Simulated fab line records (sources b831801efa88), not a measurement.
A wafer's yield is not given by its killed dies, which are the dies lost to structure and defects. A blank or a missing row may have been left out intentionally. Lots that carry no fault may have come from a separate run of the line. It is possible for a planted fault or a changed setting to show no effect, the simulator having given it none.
One fault through the eyes of 2 desks    flow gf180mcu    every desk sees just its own numbers, and what lay behind them comes last

## AT THE METROLOGY DESK
What the gauges read for every lot (on any tool): the sampled wafers with a number, averaged. The brackets show how far a lot's mean lies from the usual mean; more than 4 standard deviations puts the lot out of limits, marked OUT.
Columns: A = V3_OVL at GF_V3_OVL_MEAS_15, usual 1 nm; B = V3_W_RS at GF_V3_RS_MEAS_24, usual 0.330 ohm/sq; C = V3_W_THK at GF_V3_THK_MEAS_25, usual 355 nm
lot   first seen here  A   B      C
L981  day 22 19:45     6   0.329  361
L982  day 23 02:34     10  0.324  361
L996  day 28 01:56     12  0.337  351
L997  day 28 17:29     4   0.331  352
L101  day 29 13:25     1   0.326  357
L104  day 30 14:03     -6  0.331  351
This desk's finding: nothing out of limits on any of the 6 lots.

## DESK OF THE TOOL OWNER: pvd sputter-04
The tool's own readings at GF_M4_SPUTTER_00 (material Ti, target thk 37.5 nm, time 150 s): means of the sampled wafers that have a number, for each lot that ran on this tool. The brackets show how far a lot's mean lies from the usual mean; more than 4 standard deviations puts the lot out of limits, marked OUT.
Columns: A = throttle valve pct at GF_M4_SPUTTER_00, usual 30.4 %
lot   first seen here  A
L981  day 22 21:08     30.2
L996  day 28 03:23     31.0
L997  day 28 19:16     30.1
This desk's finding: nothing out of limits on any of the 3 lots.

## ALL TOGETHER
From the metrology desk's view, nothing was out of limits.
The desk of the tool owner found nothing out of limits.

## WHAT THE SIMULATOR HAD PUT IN
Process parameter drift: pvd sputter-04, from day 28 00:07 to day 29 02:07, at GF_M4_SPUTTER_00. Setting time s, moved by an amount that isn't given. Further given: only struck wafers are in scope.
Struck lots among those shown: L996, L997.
